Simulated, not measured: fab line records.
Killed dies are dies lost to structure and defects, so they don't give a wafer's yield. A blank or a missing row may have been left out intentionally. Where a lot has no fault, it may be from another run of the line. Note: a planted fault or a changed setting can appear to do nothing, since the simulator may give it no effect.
Which tool was responsible? / flow sky130 / 7 lots with 21 wafers sampled at 4 steps, on a route of 708 steps

== WHAT THE GAUGES READ, wafer by wafer ==
SKY_DNWELL_TW_MEAS_09.
lot=L541; measured=day 4 01:44; on=film_metro-04; DNWELL_TW=1119 1114 1121
lot=L543; measured=day 4 08:11; on=film_metro-04; DNWELL_TW=1118 1123 1120
lot=L545; measured=day 4 14:45; on=film_metro-01; DNWELL_TW=1097 1098 1104
lot=L548; measured=day 5 10:19; on=film_metro-03; DNWELL_TW=1092 1098 1095
lot=L556; measured=day 7 08:04; on=film_metro-04; DNWELL_TW=30 30 30
lot=L558; measured=day 7 16:07; on=film_metro-01; DNWELL_TW=1095 1093 1095
lot=L560; measured=day 8 00:09; on=film_metro-04; DNWELL_TW=1118 1113 1118

== WHAT TOOL EACH LOT RAN ON (gives the tool, then ch and the chambers of the sampled wafers, and finally the start) ==
lot=L541; SKY_FIELD_ISO_ETCH_17=rie_si-02 ch 1,2,3, day 2 20:01; SKY_FIELD_ISO_CMP_27=cmp-01 ch 0,1, day 3 05:47; SKY_DNWELL_DEVELOP_06=litho_track-04 ch 0, day 4 01:00
lot=L543; SKY_FIELD_ISO_ETCH_17=rie_si-01 ch 0,1,3, day 3 03:33; SKY_FIELD_ISO_CMP_27=cmp-02 ch 1,3, day 3 11:41; SKY_DNWELL_DEVELOP_06=litho_track-02 ch 0, day 4 07:00
lot=L545; SKY_FIELD_ISO_ETCH_17=rie_si-01 ch 0,2,3, day 3 13:25; SKY_FIELD_ISO_CMP_27=cmp-01 ch 1,2,3, day 3 19:06; SKY_DNWELL_DEVELOP_06=litho_track-04 ch 0, day 4 14:00
lot=L548; SKY_FIELD_ISO_ETCH_17=rie_si-01 ch 1,2, day 4 06:34; SKY_FIELD_ISO_CMP_27=cmp-02 ch 1,3, day 4 12:22; SKY_DNWELL_DEVELOP_06=litho_track-04 ch 0, day 5 09:00
lot=L556; SKY_FIELD_ISO_ETCH_17=rie_si-02 ch 0,2, day 5 22:06; SKY_FIELD_ISO_CMP_27=cmp-02 ch 0,1,3, day 6 07:55; SKY_DNWELL_DEVELOP_06=litho_track-03, day 7 07:00
lot=L558; SKY_FIELD_ISO_ETCH_17=rie_si-02 ch 0,1,3, day 6 08:43; SKY_FIELD_ISO_CMP_27=cmp-02 ch 0,2,3, day 6 18:06; SKY_DNWELL_DEVELOP_06=litho_track-04 ch 0, day 7 15:00
lot=L560; SKY_FIELD_ISO_ETCH_17=rie_si-01 ch 1,2,3, day 6 18:58; SKY_FIELD_ISO_CMP_27=cmp-02 ch 0,1,3, day 7 01:08; SKY_DNWELL_DEVELOP_06=litho_track-02 ch 0, day 7 23:00
- SKY_FIELD_ISO_ETCH_17: etches Si in HBr/Cl2/O2, target depth 342 nm, time 97.7 s.
- SKY_FIELD_ISO_CMP_27: polishes, stops on Si3N4, t overpolish 16 s, target thk 457.8 nm.
- SKY_DNWELL_DEVELOP_06: develop time 60 s.

== THE ANSWER, worked out from the rows above alone ==
Rule: usual is defined by the lots themselves. The widest of any qualifying gaps counts: lots, ordered by their means at a reading, are off when they make up no more than a third of the lots, leave a main group of 4 or more, and stand apart from it by 3 or more times the standard deviation of that group's means. If all means in a main group match to the digits the tables above print for the reading, that group is not used. A lot without any number at a reading at which 4 lots or more have one is off too. Any other lot the step has rows for is counted as sound.
Off: L556, seen at SKY_DNWELL_TW_MEAS_09 (DNWELL_TW). Main group: mean 1107, sd 11.
A tool fits if, at a process step before that reading, it ran every lot that is off, and no sound lot after the first of them. Gauges at SKY_DNWELL_TW_MEAS_09: tried the same way as those tools. One fits: SKY_DNWELL_DEVELOP_06 on litho_track-03. It ran no sound lot before its first lot that is off in this sample, so the start can't be narrowed down.

== WHAT THE SIMULATOR PUT IN ==
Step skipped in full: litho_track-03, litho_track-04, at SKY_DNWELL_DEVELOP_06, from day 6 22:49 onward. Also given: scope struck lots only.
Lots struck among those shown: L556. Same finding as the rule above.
